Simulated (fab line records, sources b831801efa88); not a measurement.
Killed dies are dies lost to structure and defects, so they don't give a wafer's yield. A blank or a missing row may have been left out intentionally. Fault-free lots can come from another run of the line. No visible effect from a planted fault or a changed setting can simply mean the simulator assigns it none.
fab line records || flow sky130
record {"lots": 6, "wafers": 18, "last-day": 49}
route steps=708 shown SD_N@344 PAD_OPEN@708
lots that met no fault: from a run of the same line without faults
start-h: start of the lot's first displayed wafer, in hours after the record's first day || wait-h: time in hours since the lot's previous step || " unchanged from the row above || L1.1+2: a row that stands for several wafers || - no value, or no start given || * or withheld: withheld || < > ~ a bound
route shown NAME@n: a module of which the file shows steps, and the number in the route of the first || usual: the fault-free wafers' mean and standard deviation || same: alike in all rows || chamber/n: place in a boat || sites: per-site readings || _std_site: the values' standard deviation || _edge_site: outer sites' mean less inner sites' || radius-mm: how far each site lies from the wafer's centre || mask NAME#n: copy n || behind: tool/chamber where the wafer was last shaped || hold: what put the lot on hold/how long, in hours/how the hold closed || device: transistor that didn't switch, given as n, p or np || end of line: the route-end tests of the same wafers || where a step has no rows: the recipe by itself || killed: the dies lost at the first sort to structure and to defects; this is not the yield of the wafer || map: the dies of a wafer, with x for killed, . for not killed, _ for no die there
set.NAME: the setting that was run; set.NAME@STEP: the one run at that earlier step || model.NAME: the simulator's own value behind a step, which no gauge read
certain route steps with their lots: each step a table, each wafer a row
services: when a tool's chamber went out of use (start-h, in hours from the record's first day, below 0 if earlier), for how many hours, and the reason
## steps
# step SKY_SD_N_COAT_02
# recipe {"resist": "NOVOLAK", "spin-rpm": 3000, "resist-thk-nm": 1140}
# step SKY_SD_N_SOFTBAKE_03
# recipe {"temp-c": 90, "time-s": 60, "resist": "NOVOLAK"}
# step SKY_SD_N_EXPOSE_04
# recipe {"mask-id": "NSDM", "na": 0.6, "source-shape": "conventional", "sigma-outer": 0.6, "polarization": "unpolarized", "target-cd-nm": 380, "dose-mj": 142.8}
# step SKY_SD_N_PEB_05
# recipe {"temp-c": "withheld", "time-s": "*", "resist": "NOVOLAK"}
# step SKY_SD_N_DEVELOP_06
# recipe {"resist": "NOVOLAK", "developer": "TMAH", "develop-time-s": 60, "dev-temp-c": 23}
# step SKY_SD_N_CD_MEAS_07
# recipe {"target-cd-nm": 380}
# usual {"cd-nm": "379.3/2"}
{"lot.wafer": "L339.1", "tool": "cd-sem-02", "chamber": "-", "start-h": 681.56, "wait-h": 0.1, "cd-nm": 380.7}
{"lot.wafer": "L339.3", "tool": "cd-sem-02", "chamber": "-", "start-h": 681.56, "wait-h": 0.1, "cd-nm": 380.1}
{"lot.wafer": "L339.5", "tool": "cd-sem-02", "chamber": "-", "start-h": 681.56, "wait-h": 0.1, "cd-nm": 378.4}
{"lot.wafer": "L342.1", "tool": "cd-sem-01", "chamber": "-", "start-h": 705.39, "wait-h": 0.1, "cd-nm": 380.3}
{"lot.wafer": "L342.4", "tool": "cd-sem-01", "chamber": "-", "start-h": 705.39, "wait-h": 0.1, "cd-nm": 379.6}
{"lot.wafer": "L342.5", "tool": "cd-sem-01", "chamber": "-", "start-h": 705.39, "wait-h": 0.1, "cd-nm": 379.4}
{"lot.wafer": "L341.1", "tool": "cd-sem-02", "chamber": "-", "start-h": 708.19, "wait-h": 0.1, "cd-nm": 379.7}
{"lot.wafer": "L341.2", "tool": "cd-sem-02", "chamber": "-", "start-h": 708.19, "wait-h": 0.1, "cd-nm": 377.2}
{"lot.wafer": "L341.5", "tool": "cd-sem-02", "chamber": "-", "start-h": 708.19, "wait-h": 0.1, "cd-nm": 378.9}
{"lot.wafer": "L343.1", "tool": "cd-sem-01", "chamber": "-", "start-h": 708.49, "wait-h": 0.1, "cd-nm": 377.8}
{"lot.wafer": "L343.3", "tool": "cd-sem-01", "chamber": "-", "start-h": 708.49, "wait-h": 0.1, "cd-nm": 378.9}
{"lot.wafer": "L343.4", "tool": "cd-sem-01", "chamber": "-", "start-h": 708.49, "wait-h": 0.1, "cd-nm": 378.0}
{"lot.wafer": "L344.2", "tool": "cd-sem-01", "chamber": "-", "start-h": 720.61, "wait-h": 0.1, "cd-nm": 378.1}
{"lot.wafer": "L344.5", "tool": "cd-sem-01", "chamber": "-", "start-h": 720.61, "wait-h": 0.1, "cd-nm": 376.7}
{"lot.wafer": "L344.6", "tool": "cd-sem-01", "chamber": "-", "start-h": 720.61, "wait-h": 0.1, "cd-nm": 377.4}
{"lot.wafer": "L353.1", "tool": "cd-sem-02", "chamber": "-", "start-h": 792.14, "wait-h": 0.1, "cd-nm": 382.4}
{"lot.wafer": "L353.3", "tool": "cd-sem-02", "chamber": "-", "start-h": 792.14, "wait-h": 0.1, "cd-nm": 383.1}
{"lot.wafer": "L353.4", "tool": "cd-sem-02", "chamber": "-", "start-h": 792.14, "wait-h": 0.1, "cd-nm": 380.5}
# step SKY_SD_N_OVL_MEAS_08
# usual {"SD_N_OVL": "0.8/1.2"}
{"lot.wafer": "L339.1", "tool": "overlay-02", "chamber": "-", "start-h": 681.68, "wait-h": 0.1, "SD_N_OVL[nm]": 0.9}
{"lot.wafer": "L339.3", "tool": "overlay-02", "chamber": "-", "start-h": 681.68, "wait-h": 0.1, "SD_N_OVL[nm]": 0.3}
{"lot.wafer": "L339.5", "tool": "overlay-02", "chamber": "-", "start-h": 681.68, "wait-h": 0.1, "SD_N_OVL[nm]": -0.7}
{"lot.wafer": "L342.1", "tool": "overlay-02", "chamber": "-", "start-h": 705.51, "wait-h": 0.1, "SD_N_OVL[nm]": 2.1}
{"lot.wafer": "L342.4", "tool": "overlay-02", "chamber": "-", "start-h": 705.51, "wait-h": 0.1, "SD_N_OVL[nm]": 2.9}
{"lot.wafer": "L342.5", "tool": "overlay-02", "chamber": "-", "start-h": 705.51, "wait-h": 0.1, "SD_N_OVL[nm]": 1.8}
{"lot.wafer": "L341.1", "tool": "overlay-01", "chamber": "-", "start-h": 708.31, "wait-h": 0.1, "SD_N_OVL[nm]": 4.1}
{"lot.wafer": "L341.2", "tool": "overlay-01", "chamber": "-", "start-h": 708.31, "wait-h": 0.1, "SD_N_OVL[nm]": 0.9}
{"lot.wafer": "L341.5", "tool": "overlay-01", "chamber": "-", "start-h": 708.31, "wait-h": 0.1, "SD_N_OVL[nm]": 3.3}
{"lot.wafer": "L343.1", "tool": "overlay-01", "chamber": "-", "start-h": 708.61, "wait-h": 0.1, "SD_N_OVL[nm]": 1.0}
{"lot.wafer": "L343.3", "tool": "overlay-01", "chamber": "-", "start-h": 708.61, "wait-h": 0.1, "SD_N_OVL[nm]": 0.0}
{"lot.wafer": "L343.4", "tool": "overlay-01", "chamber": "-", "start-h": 708.61, "wait-h": 0.1, "SD_N_OVL[nm]": 0.6}
{"lot.wafer": "L344.2", "tool": "overlay-01", "chamber": "-", "start-h": 720.72, "wait-h": 0.1, "SD_N_OVL[nm]": 1.4}
{"lot.wafer": "L344.5", "tool": "overlay-01", "chamber": "-", "start-h": 720.72, "wait-h": 0.1, "SD_N_OVL[nm]": 0.8}
{"lot.wafer": "L344.6", "tool": "overlay-01", "chamber": "-", "start-h": 720.72, "wait-h": 0.1, "SD_N_OVL[nm]": 0.7}
{"lot.wafer": "L353.1", "tool": "overlay-02", "chamber": "-", "start-h": 792.26, "wait-h": 0.1, "SD_N_OVL[nm]": 1.9}
{"lot.wafer": "L353.3", "tool": "overlay-02", "chamber": "-", "start-h": 792.26, "wait-h": 0.1, "SD_N_OVL[nm]": 2.1}
{"lot.wafer": "L353.4", "tool": "overlay-02", "chamber": "-", "start-h": 792.26, "wait-h": 0.1, "SD_N_OVL[nm]": 2.8}
# step SKY_SD_N_IMPLANT_09
# recipe {"species": "As", "energy-kev": 50, "dose-cm2": 4e+15, "tilt-deg": 0}
# step SKY_SD_N_IMPLANT_10
# recipe {"species": "P", "energy-kev": 20, "dose-cm2": 1e+14, "tilt-deg": 0}
# step SKY_SD_N_STRIP_11
# recipe {"chemistry": "O2/N2", "power-w": 1400, "pressure-mtorr": 1500, "platen-temp-c": "withheld", "o2-flow-sccm": 3000, "n2-flow-sccm": 300, "overash-fraction": 0.5}
# usual {"drypump-motor-current-A": "5.9/0.52", "oes-product-au": "0.528/0.0048", "strip-time-to-endpoint-s": "22.55/0.041"}
# same {"overash-fraction": 0.5}
{"lot.wafer": "L339.1", "tool": "plasma-asher-03", "chamber": 1, "start-h": 682.01, "wait-h": 0.1, "drypump-motor-current-A": 5.9, "oes-product-au": 0.532, "rf-hours-counter-h": 55, "strip-time-to-endpoint-s": 22.55}
{"lot.wafer": "L339.3", "tool": "plasma-asher-03", "chamber": 0, "start-h": 682.01, "wait-h": 0.1, "drypump-motor-current-A": 6.4, "oes-product-au": 0.531, "rf-hours-counter-h": "-", "strip-time-to-endpoint-s": 22.57}
{"lot.wafer": "L339.5", "tool": "plasma-asher-03", "chamber": 0, "start-h": 682.01, "wait-h": 0.1, "drypump-motor-current-A": 6.3, "oes-product-au": 0.525, "rf-hours-counter-h": "-", "strip-time-to-endpoint-s": 22.59}
{"lot.wafer": "L342.1", "tool": "plasma-asher-01", "chamber": 0, "start-h": 705.85, "wait-h": 0.1, "drypump-motor-current-A": 5.5, "oes-product-au": 0.528, "rf-hours-counter-h": 97, "strip-time-to-endpoint-s": 22.53}
{"lot.wafer": "L342.4", "tool": "plasma-asher-01", "chamber": 0, "start-h": 705.85, "wait-h": 0.1, "drypump-motor-current-A": 5.6, "oes-product-au": 0.522, "rf-hours-counter-h": "-", "strip-time-to-endpoint-s": 22.55}
{"lot.wafer": "L342.5", "tool": "plasma-asher-01", "chamber": 0, "start-h": 705.85, "wait-h": 0.1, "drypump-motor-current-A": 5.6, "oes-product-au": 0.528, "rf-hours-counter-h": "-", "strip-time-to-endpoint-s": 22.53}
{"lot.wafer": "L341.1", "tool": "plasma-asher-01", "chamber": 1, "start-h": 708.65, "wait-h": 0.1, "drypump-motor-current-A": 6.8, "oes-product-au": 0.529, "rf-hours-counter-h": 97, "strip-time-to-endpoint-s": 22.55}
{"lot.wafer": "L341.2", "tool": "plasma-asher-01", "chamber": 0, "start-h": 708.65, "wait-h": 0.1, "drypump-motor-current-A": 5.5, "oes-product-au": 0.531, "rf-hours-counter-h": 97, "strip-time-to-endpoint-s": 22.57}
{"lot.wafer": "L341.5", "tool": "plasma-asher-01", "chamber": 1, "start-h": 708.65, "wait-h": 0.1, "drypump-motor-current-A": 6.7, "oes-product-au": 0.525, "rf-hours-counter-h": "-", "strip-time-to-endpoint-s": 22.57}
{"lot.wafer": "L343.1", "tool": "plasma-asher-01", "chamber": 0, "start-h": 708.95, "wait-h": 0.1, "drypump-motor-current-A": 5.5, "oes-product-au": 0.526, "rf-hours-counter-h": 98, "strip-time-to-endpoint-s": 22.56}
{"lot.wafer": "L343.3", "tool": "plasma-asher-01", "chamber": 1, "start-h": 708.95, "wait-h": 0.1, "drypump-motor-current-A": 6.7, "oes-product-au": 0.522, "rf-hours-counter-h": "-", "strip-time-to-endpoint-s": 22.59}
{"lot.wafer": "L343.4", "tool": "plasma-asher-01", "chamber": 0, "start-h": 708.95, "wait-h": 0.1, "drypump-motor-current-A": 5.5, "oes-product-au": 0.531, "rf-hours-counter-h": "-", "strip-time-to-endpoint-s": 22.62}
{"lot.wafer": "L344.2", "tool": "plasma-asher-03", "chamber": 1, "start-h": 721.05, "wait-h": 0.1, "drypump-motor-current-A": 5.9, "oes-product-au": 0.525, "rf-hours-counter-h": 57, "strip-time-to-endpoint-s": 22.55}
{"lot.wafer": "L344.5", "tool": "plasma-asher-03", "chamber": 1, "start-h": 721.05, "wait-h": 0.1, "drypump-motor-current-A": 5.9, "oes-product-au": 0.523, "rf-hours-counter-h": "-", "strip-time-to-endpoint-s": 22.51}
{"lot.wafer": "L344.6", "tool": "plasma-asher-03", "chamber": 0, "start-h": 721.05, "wait-h": 0.1, "drypump-motor-current-A": 6.3, "oes-product-au": 0.532, "rf-hours-counter-h": "-", "strip-time-to-endpoint-s": 22.54}
{"lot.wafer": "L353.1", "tool": "plasma-asher-03", "chamber": 1, "start-h": 792.60, "wait-h": 0.1, "drypump-motor-current-A": 5.9, "oes-product-au": 0.528, "rf-hours-counter-h": 64, "strip-time-to-endpoint-s": 22.51}
{"lot.wafer": "L353.3", "tool": "plasma-asher-03", "chamber": 1, "start-h": 792.60, "wait-h": 0.1, "drypump-motor-current-A": 5.9, "oes-product-au": 0.520, "rf-hours-counter-h": "-", "strip-time-to-endpoint-s": 22.46}
{"lot.wafer": "L353.4", "tool": "plasma-asher-03", "chamber": 0, "start-h": 792.60, "wait-h": 0.1, "drypump-motor-current-A": 6.3, "oes-product-au": 0.517, "rf-hours-counter-h": "-", "strip-time-to-endpoint-s": 22.54}
# step SKY_SD_N_TW_MEAS_12
# usual {"SD_N_TW": "3932/23"}
{"lot.wafer": "L339.1", "tool": "film-metro-04", "chamber": "-", "start-h": 682.11, "wait-h": 0.1, "SD_N_TW": 3925}
{"lot.wafer": "L339.3", "tool": "film-metro-04", "chamber": "-", "start-h": 682.11, "wait-h": 0.1, "SD_N_TW": 3907}
{"lot.wafer": "L339.5", "tool": "film-metro-04", "chamber": "-", "start-h": 682.11, "wait-h": 0.1, "SD_N_TW": 3920}
{"lot.wafer": "L342.1", "tool": "film-metro-03", "chamber": "-", "start-h": 705.95, "wait-h": 0.1, "SD_N_TW": 3911}
{"lot.wafer": "L342.4", "tool": "film-metro-03", "chamber": "-", "start-h": 705.95, "wait-h": 0.1, "SD_N_TW": 3905}
{"lot.wafer": "L342.5", "tool": "film-metro-03", "chamber": "-", "start-h": 705.95, "wait-h": 0.1, "SD_N_TW": 3923}
{"lot.wafer": "L341.1", "tool": "film-metro-04", "chamber": "-", "start-h": 708.75, "wait-h": 0.1, "SD_N_TW": 3953}
{"lot.wafer": "L341.2", "tool": "film-metro-04", "chamber": "-", "start-h": 708.75, "wait-h": 0.1, "SD_N_TW": 3975}
{"lot.wafer": "L341.5", "tool": "film-metro-04", "chamber": "-", "start-h": 708.75, "wait-h": 0.1, "SD_N_TW": 3989}
{"lot.wafer": "L343.1", "tool": "film-metro-03", "chamber": "-", "start-h": 709.05, "wait-h": 0.1, "SD_N_TW": 3935}
{"lot.wafer": "L343.3", "tool": "film-metro-03", "chamber": "-", "start-h": 709.05, "wait-h": 0.1, "SD_N_TW": 3907}
{"lot.wafer": "L343.4", "tool": "film-metro-03", "chamber": "-", "start-h": 709.05, "wait-h": 0.1, "SD_N_TW": 3891}
{"lot.wafer": "L344.2", "tool": "film-metro-04", "chamber": "-", "start-h": 721.16, "wait-h": 0.1, "SD_N_TW": 3933}
{"lot.wafer": "L344.5", "tool": "film-metro-04", "chamber": "-", "start-h": 721.16, "wait-h": 0.1, "SD_N_TW": 3950}
{"lot.wafer": "L344.6", "tool": "film-metro-04", "chamber": "-", "start-h": 721.16, "wait-h": 0.1, "SD_N_TW": 3937}
{"lot.wafer": "L353.1", "tool": "film-metro-01", "chamber": "-", "start-h": 792.70, "wait-h": 0.1, "SD_N_TW": 3915}
{"lot.wafer": "L353.3", "tool": "film-metro-01", "chamber": "-", "start-h": 792.70, "wait-h": 0.1, "SD_N_TW": 3907}
{"lot.wafer": "L353.4", "tool": "film-metro-01", "chamber": "-", "start-h": 792.70, "wait-h": 0.1, "SD_N_TW": 3917}
# step SKY_SD_N_CLEAN_13
# recipe {"chemistry": "SC1/SC2", "mix": "1:4:20", "temp-c": 70, "time-s": 150, "dry": "n2-spin"}
# step SKY_SD_N_RTA_14
# recipe {"temp-c": 1075, "time-s": 2, "idle-temp-c": 650, "ramp-up-c-per-s": 150, "ramp-down-c-per-s": 90, "ambient": "N2"}
# usual {"lamp-power-pct": "15.74/0.05", "ramp-up-c-per-s": "150.00/0.026", "wafer_temp_C_max": "1077.9/1.2"}
{"lot.wafer": "L339.1", "tool": "rtp-anneal-02", "chamber": 0, "start-h": 682.22, "wait-h": 0.0, "lamp-power-pct": 15.75, "ramp-up-c-per-s": 149.97, "wafer_temp_C_max": 1077.7}
{"lot.wafer": "L339.3", "tool": "rtp-anneal-02", "chamber": 0, "start-h": 682.22, "wait-h": 0.0, "lamp-power-pct": 15.70, "ramp-up-c-per-s": 150.04, "wafer_temp_C_max": 1078.0}
{"lot.wafer": "L339.5", "tool": "rtp-anneal-02", "chamber": 0, "start-h": 682.22, "wait-h": 0.0, "lamp-power-pct": 15.74, "ramp-up-c-per-s": 149.99, "wafer_temp_C_max": 1080.0}
{"lot.wafer": "L342.1", "tool": "rtp-anneal-02", "chamber": 0, "start-h": 706.06, "wait-h": 0.0, "lamp-power-pct": 16.75, "ramp-up-c-per-s": 150.01, "wafer_temp_C_max": 1125.2}
{"lot.wafer": "L342.4", "tool": "rtp-anneal-02", "chamber": 0, "start-h": 706.06, "wait-h": 0.0, "lamp-power-pct": 16.79, "ramp-up-c-per-s": 150.03, "wafer_temp_C_max": 1128.0}
{"lot.wafer": "L342.5", "tool": "rtp-anneal-02", "chamber": 0, "start-h": 706.06, "wait-h": 0.0, "lamp-power-pct": 16.86, "ramp-up-c-per-s": 150.01, "wafer_temp_C_max": 1126.9}
{"lot.wafer": "L341.1", "tool": "rtp-anneal-01", "chamber": 0, "start-h": 708.86, "wait-h": 0.0, "lamp-power-pct": 15.71, "ramp-up-c-per-s": 149.99, "wafer_temp_C_max": 1077.4}
{"lot.wafer": "L341.2", "tool": "rtp-anneal-01", "chamber": 0, "start-h": 708.86, "wait-h": 0.0, "lamp-power-pct": 15.67, "ramp-up-c-per-s": 149.99, "wafer_temp_C_max": 1079.4}
{"lot.wafer": "L341.5", "tool": "rtp-anneal-01", "chamber": 0, "start-h": 708.86, "wait-h": 0.0, "lamp-power-pct": 15.71, "ramp-up-c-per-s": 150.05, "wafer_temp_C_max": 1078.4}
{"lot.wafer": "L343.1", "tool": "rtp-anneal-02", "chamber": 0, "start-h": 709.16, "wait-h": 0.0, "lamp-power-pct": 16.78, "ramp-up-c-per-s": 150.04, "wafer_temp_C_max": 1124.7}
{"lot.wafer": "L343.3", "tool": "rtp-anneal-02", "chamber": 0, "start-h": 709.16, "wait-h": 0.0, "lamp-power-pct": 16.77, "ramp-up-c-per-s": 150.04, "wafer_temp_C_max": 1126.7}
{"lot.wafer": "L343.4", "tool": "rtp-anneal-02", "chamber": 0, "start-h": 709.16, "wait-h": 0.0, "lamp-power-pct": 16.91, "ramp-up-c-per-s": 150.01, "wafer_temp_C_max": 1124.8}
{"lot.wafer": "L344.2", "tool": "rtp-anneal-01", "chamber": 0, "start-h": 721.27, "wait-h": 0.0, "lamp-power-pct": 15.75, "ramp-up-c-per-s": 149.99, "wafer_temp_C_max": 1078.1}
{"lot.wafer": "L344.5", "tool": "rtp-anneal-01", "chamber": 0, "start-h": 721.27, "wait-h": 0.0, "lamp-power-pct": 15.88, "ramp-up-c-per-s": 150.03, "wafer_temp_C_max": 1078.6}
{"lot.wafer": "L344.6", "tool": "rtp-anneal-01", "chamber": 0, "start-h": 721.27, "wait-h": 0.0, "lamp-power-pct": 15.72, "ramp-up-c-per-s": 149.99, "wafer_temp_C_max": 1078.4}
{"lot.wafer": "L353.1", "tool": "rtp-anneal-02", "chamber": 0, "start-h": 792.81, "wait-h": 0.0, "lamp-power-pct": 15.75, "ramp-up-c-per-s": 150.01, "wafer_temp_C_max": 1080.0}
{"lot.wafer": "L353.3", "tool": "rtp-anneal-02", "chamber": 0, "start-h": 792.81, "wait-h": 0.0, "lamp-power-pct": 15.79, "ramp-up-c-per-s": 149.98, "wafer_temp_C_max": 1078.7}
{"lot.wafer": "L353.4", "tool": "rtp-anneal-02", "chamber": 0, "start-h": 792.81, "wait-h": 0.0, "lamp-power-pct": 15.72, "ramp-up-c-per-s": 149.99, "wafer_temp_C_max": 1078.6}
# step SKY_SD_N_RS_MEAS_16
# recipe {"thk-meas-gauge": "four-point-probe"}
# usual {"SD_N_RS": "68.56/0.11"}
{"lot.wafer": "L339.1", "tool": "film-metro-03", "chamber": "-", "start-h": 682.40, "wait-h": 0.1, "hold": "-", "SD_N_RS[ohm/sq]": 68.34}
{"lot.wafer": "L339.3", "tool": "film-metro-03", "chamber": "-", "start-h": 682.40, "wait-h": 0.1, "hold": "-", "SD_N_RS[ohm/sq]": 68.49}
{"lot.wafer": "L339.5", "tool": "film-metro-03", "chamber": "-", "start-h": 682.40, "wait-h": 0.1, "hold": "-", "SD_N_RS[ohm/sq]": 68.43}
{"lot.wafer": "L342.1", "tool": "film-metro-01", "chamber": "-", "start-h": 706.24, "wait-h": 0.1, "hold": "await-dispo/0.2h/release", "SD_N_RS[ohm/sq]": 59.61}
{"lot.wafer": "L342.4", "tool": "film-metro-01", "chamber": "-", "start-h": 706.24, "wait-h": 0.1, "hold": "await-dispo/0.2h/release", "SD_N_RS[ohm/sq]": 59.62}
{"lot.wafer": "L342.5", "tool": "film-metro-01", "chamber": "-", "start-h": 706.24, "wait-h": 0.1, "hold": "await-dispo/0.2h/release", "SD_N_RS[ohm/sq]": 59.72}
{"lot.wafer": "L342.1", "tool": "film-metro-01", "chamber": "-", "start-h": 706.60, "wait-h": 0.3, "hold": "-", "SD_N_RS[ohm/sq]": 59.62}
{"lot.wafer": "L342.4", "tool": "film-metro-01", "chamber": "-", "start-h": 706.60, "wait-h": 0.3, "hold": "-", "SD_N_RS[ohm/sq]": 59.60}
{"lot.wafer": "L342.5", "tool": "film-metro-01", "chamber": "-", "start-h": 706.60, "wait-h": 0.3, "hold": "-", "SD_N_RS[ohm/sq]": 59.66}
{"lot.wafer": "L341.1", "tool": "film-metro-01", "chamber": "-", "start-h": 709.03, "wait-h": 0.1, "hold": "-", "SD_N_RS[ohm/sq]": 68.60}
{"lot.wafer": "L341.2", "tool": "film-metro-01", "chamber": "-", "start-h": 709.03, "wait-h": 0.1, "hold": "-", "SD_N_RS[ohm/sq]": 68.69}
{"lot.wafer": "L341.5", "tool": "film-metro-01", "chamber": "-", "start-h": 709.03, "wait-h": 0.1, "hold": "-", "SD_N_RS[ohm/sq]": 68.75}
{"lot.wafer": "L343.1", "tool": "film-metro-04", "chamber": "-", "start-h": 709.33, "wait-h": 0.1, "hold": "await-dispo/0.2h/release", "SD_N_RS[ohm/sq]": 59.69}
{"lot.wafer": "L343.3", "tool": "film-metro-04", "chamber": "-", "start-h": 709.33, "wait-h": 0.1, "hold": "await-dispo/0.2h/release", "SD_N_RS[ohm/sq]": 59.83}
{"lot.wafer": "L343.4", "tool": "film-metro-04", "chamber": "-", "start-h": 709.33, "wait-h": 0.1, "hold": "await-dispo/0.2h/release", "SD_N_RS[ohm/sq]": 59.78}
{"lot.wafer": "L343.1", "tool": "film-metro-04", "chamber": "-", "start-h": 709.69, "wait-h": 0.3, "hold": "-", "SD_N_RS[ohm/sq]": 59.64}
{"lot.wafer": "L343.3", "tool": "film-metro-04", "chamber": "-", "start-h": 709.69, "wait-h": 0.3, "hold": "-", "SD_N_RS[ohm/sq]": 59.76}
{"lot.wafer": "L343.4", "tool": "film-metro-04", "chamber": "-", "start-h": 709.69, "wait-h": 0.3, "hold": "-", "SD_N_RS[ohm/sq]": 59.65}
{"lot.wafer": "L344.2", "tool": "film-metro-01", "chamber": "-", "start-h": 721.45, "wait-h": 0.1, "hold": "-", "SD_N_RS[ohm/sq]": 68.54}
{"lot.wafer": "L344.5", "tool": "film-metro-01", "chamber": "-", "start-h": 721.45, "wait-h": 0.1, "hold": "-", "SD_N_RS[ohm/sq]": 68.56}
{"lot.wafer": "L344.6", "tool": "film-metro-01", "chamber": "-", "start-h": 721.45, "wait-h": 0.1, "hold": "-", "SD_N_RS[ohm/sq]": 68.58}
{"lot.wafer": "L353.1", "tool": "film-metro-04", "chamber": "-", "start-h": 792.99, "wait-h": 0.1, "hold": "-", "SD_N_RS[ohm/sq]": 68.50}
{"lot.wafer": "L353.3", "tool": "film-metro-04", "chamber": "-", "start-h": 792.99, "wait-h": 0.1, "hold": "-", "SD_N_RS[ohm/sq]": 68.52}
{"lot.wafer": "L353.4", "tool": "film-metro-04", "chamber": "-", "start-h": 792.99, "wait-h": 0.1, "hold": "-", "SD_N_RS[ohm/sq]": 68.44}
# step SKY_PAD_OPEN_PROBE_99
# usual {"defect-limited-yield": "82.4/2", "killed_at_M0_to_M3": "42/6.8", "killed_at_M4_up": "3.4/1.8", "killed-at-contacts": "25/5.7", "killed-at-front-end": "16/4.8", "killed-at-other": "0.2/0.39", "killed-dies": "87/9.6", "killed-open": "47/6.9", "killed-short": "40/6.3", "sort_bin_3_pad_short": "0.9/0.45", "sort_bin_5_function": "10.4/1.5", "sort_bin_6_memory": "6.3/1.1", "sort-n-pass": "405/9.6", "sort-yield-pct": "82.4/2"}
# same {"gross-dies": 492, "killed-at-back-side": 0, "sort_bin_4_leakage[%]": 0, "sort_bin_8_speed[%]": 0}
{"lot.wafer": "L339.1", "tool": "prober-01", "chamber": "-", "start-h": 1102.48, "wait-h": 0.1, "defect-limited-yield[%]": 82.3, "killed_at_M0_to_M3": 34, "killed_at_M4_up": 1, "killed-at-contacts": 33, "killed-at-front-end": 19, "killed-at-other": 0, "killed-dies": 87, "killed-open": 49, "killed-short": 38, "sort_bin_3_pad_short[%]": 0.8, "sort_bin_5_function[%]": 10.8, "sort_bin_6_memory[%]": 6.1, "sort-n-pass": 405, "sort-yield-pct[%]": 82.3}
{"lot.wafer": "L339.3", "tool": "prober-01", "chamber": "-", "start-h": 1102.58, "wait-h": 0.2, "defect-limited-yield[%]": 85.4, "killed_at_M0_to_M3": 43, "killed_at_M4_up": 1, "killed-at-contacts": 18, "killed-at-front-end": 10, "killed-at-other": 0, "killed-dies": 72, "killed-open": 42, "killed-short": 30, "sort_bin_3_pad_short[%]": 0, "sort_bin_5_function[%]": 7.7, "sort_bin_6_memory[%]": 6.9, "sort-n-pass": 420, "sort-yield-pct[%]": 85.4}
{"lot.wafer": "L339.5", "tool": "prober-01", "chamber": "-", "start-h": 1102.68, "wait-h": 0.2, "defect-limited-yield[%]": 82.5, "killed_at_M0_to_M3": 45, "killed_at_M4_up": 5, "killed-at-contacts": 23, "killed-at-front-end": 13, "killed-at-other": 0, "killed-dies": 86, "killed-open": 43, "killed-short": 43, "sort_bin_3_pad_short[%]": 0.4, "sort_bin_5_function[%]": 12.6, "sort_bin_6_memory[%]": 4.5, "sort-n-pass": 406, "sort-yield-pct[%]": 82.5}
# killed by level:class
L339.1 CONTACT:geometric-particle:open=11 LOCAL_INTERCONNECT:geometric-particle:short=9 FIELD_ISO:geometric-particle:open=6 METAL2:geometric-particle:short=6 VIA1:geometric-particle:open=5 FIELD_ISO:geometric-particle:short=4 LI_CONTACT:geometric-particle:short=4 LI_CONTACT:geometric-particle:open=4
L339.3 CONTACT:geometric-particle:open=8 VIA1:geometric-particle:open=8 METAL2:geometric-particle:short=8 VIA3:geometric-particle:open=7 VIA1:geometric-particle:short=5 LI_CONTACT:geometric-particle:open=4 VIA3:geometric-particle:short=4 LI_CONTACT:geometric-particle:short=3
L339.5 VIA1:geometric-particle:open=15 CONTACT:geometric-particle:open=10 VIA1:geometric-particle:short=10 METAL2:geometric-particle:short=8 CONTACT:geometric-particle:short=6 POLY_GATE:geometric-particle:open=4 METAL1:geometric-particle:short=4 FIELD_ISO:geometric-particle:short=3
## services
{"tool": "plasma-asher-03", "chamber": "-", "start-h": 660.11, "hours": 2.8, "kind": "pm"}
{"tool": "plasma-asher-03", "chamber": "-", "start-h": 694.39, "hours": 1.4, "kind": "repair"}
{"tool": "plasma-asher-03", "chamber": "-", "start-h": 702.17, "hours": 14.1, "kind": "repair"}
{"tool": "plasma-asher-03", "chamber": "-", "start-h": 703.84, "hours": 0.6, "kind": "repair"}
{"tool": "rtp-anneal-01", "chamber": "-", "start-h": 714.91, "hours": 1.9, "kind": "pm"}
{"tool": "plasma-asher-01", "chamber": "-", "start-h": 733.75, "hours": 9.0, "kind": "pm"}
{"tool": "plasma-asher-01", "chamber": 0, "start-h": 733.75, "hours": 9.0, "kind": "vent-cycle"}
{"tool": "plasma-asher-01", "chamber": 1, "start-h": 733.75, "hours": 9.0, "kind": "vent-cycle"}
{"tool": "plasma-asher-01", "chamber": 0, "start-h": 742.75, "hours": "-", "kind": "clean"}
{"tool": "plasma-asher-01", "chamber": 1, "start-h": 742.75, "hours": "-", "kind": "clean"}
## key
first-sign {"step": "SKY_SD_N_RTA_14", "reading": "wafer_temp_C_max", "direction": "up", "sigmas": 40, "usual": "*", "struck": "*"}
effect {"step": "SKY_SD_N_RTA_14", "reading": "lamp-power-pct", "direction": "up", "sigmas": 21, "usual": 15.74, "struck": 16.81}
effect {"step": "SKY_SD_N_RS_MEAS_16", "reading": "visit", "direction": "added"}
effect {"step": "SKY_SD_N_RS_MEAS_16", "reading": "SD_N_RS", "direction": "down", "sigmas": 84, "usual": 68.56, "struck": 59.71}
met-at SKY_SD_N_RTA_14
struck-wafers L342.1,L342.4,L342.5,L343.1,L343.3,L343.4
scrapped-behind SKY_SD_N_RS_MEAS_16 L342.1,L342.4,L342.5,L343.1,L343.3,L343.4
onset-between 682.22 706.06
fault {"kind": "process-parameter-drift", "tool": "rtp-anneal-02", "chamber": "-", "onset-h": 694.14, "steps": "SKY_SD_N_RTA_14", "channel": "temp-c", "offset": "*", "shape": "step", "end-h": 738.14, "acts-in": "*", "stated": "*"}
